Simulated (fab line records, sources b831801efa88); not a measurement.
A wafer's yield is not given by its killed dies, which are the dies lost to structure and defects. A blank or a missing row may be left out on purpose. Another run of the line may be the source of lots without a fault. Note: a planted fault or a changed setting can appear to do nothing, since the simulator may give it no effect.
Which of the tools did it? + flow gf180mcu + Sampling: 7 lots, 21 wafers, 2 of 602 route steps

## WHAT THE GAUGES SHOWED, per wafer
GF_NWELL_OVL_MEAS_07.
| lot  | measured    | on         | NWELL_OVL (nm) |
|------|-------------|------------|----------------|
| L334 | day 3 14:08 | overlay-02 | 2.0 0.5 -0.1   |
| L336 | day 3 22:02 | overlay-02 | 1.0 0.0 1.1    |
| L340 | day 4 21:58 | overlay-01 | 2.6 2.7 3.2    |
| L345 | day 5 23:56 | overlay-02 | - - -          |
| L350 | day 7 04:05 | overlay-01 | -0.9 -0.1 -2.0 |
| L352 | day 7 14:29 | overlay-02 | -3.7 -2.3 -1.3 |
| L355 | day 8 06:46 | overlay-01 | -2.3 -3.4 -2.7 |

## EACH LOT AND THE TOOL THAT RAN IT (in order: tool; ch and the chambers of the sampled wafers; start)
| lot  | GF_NWELL_COAT_02                |
|------|---------------------------------|
| L334 | lithoTrack-02 ch 0, day 3 06:58 |
| L336 | lithoTrack-02 ch 0, day 3 15:34 |
| L340 | lithoTrack-01 ch 0, day 4 14:34 |
| L345 | lithoTrack-02, day 5 17:08      |
| L350 | lithoTrack-02 ch 0, day 6 20:26 |
| L352 | lithoTrack-04 ch 0, day 7 06:21 |
| L355 | lithoTrack-01 ch 0, day 7 22:25 |
- GF_NWELL_COAT_02: resist thk 3000 nm.

## THE ANSWER, worked out from the rows above alone
Rule: what is usual is taken from the lots themselves. The widest of any qualifying gaps counts: lots, ordered by their means at a reading, are off when they make up no more than a third of the lots, leave a main group of 4 or more, and stand apart from it by 3 or more times the standard deviation of that group's means. If all means in a main group match to the digits the tables above print for the reading, that group is not used. A lot without any number at a reading at which 4 lots or more have one is off too. All remaining lots with rows at the step are treated as sound.
Off: L345, seen at GF_NWELL_OVL_MEAS_07 (NWELL_OVL). Without a number there: L345. The main group: mean -0.3 nm, standard deviation 2.
A tool fits if, at a process step before that reading, it ran every lot that is off, and no sound lot after the first of them. The gauges at GF_NWELL_OVL_MEAS_07 are tried like those tools. Of those tried, none fits.

## WHAT THE SIMULATOR HAD PUT IN
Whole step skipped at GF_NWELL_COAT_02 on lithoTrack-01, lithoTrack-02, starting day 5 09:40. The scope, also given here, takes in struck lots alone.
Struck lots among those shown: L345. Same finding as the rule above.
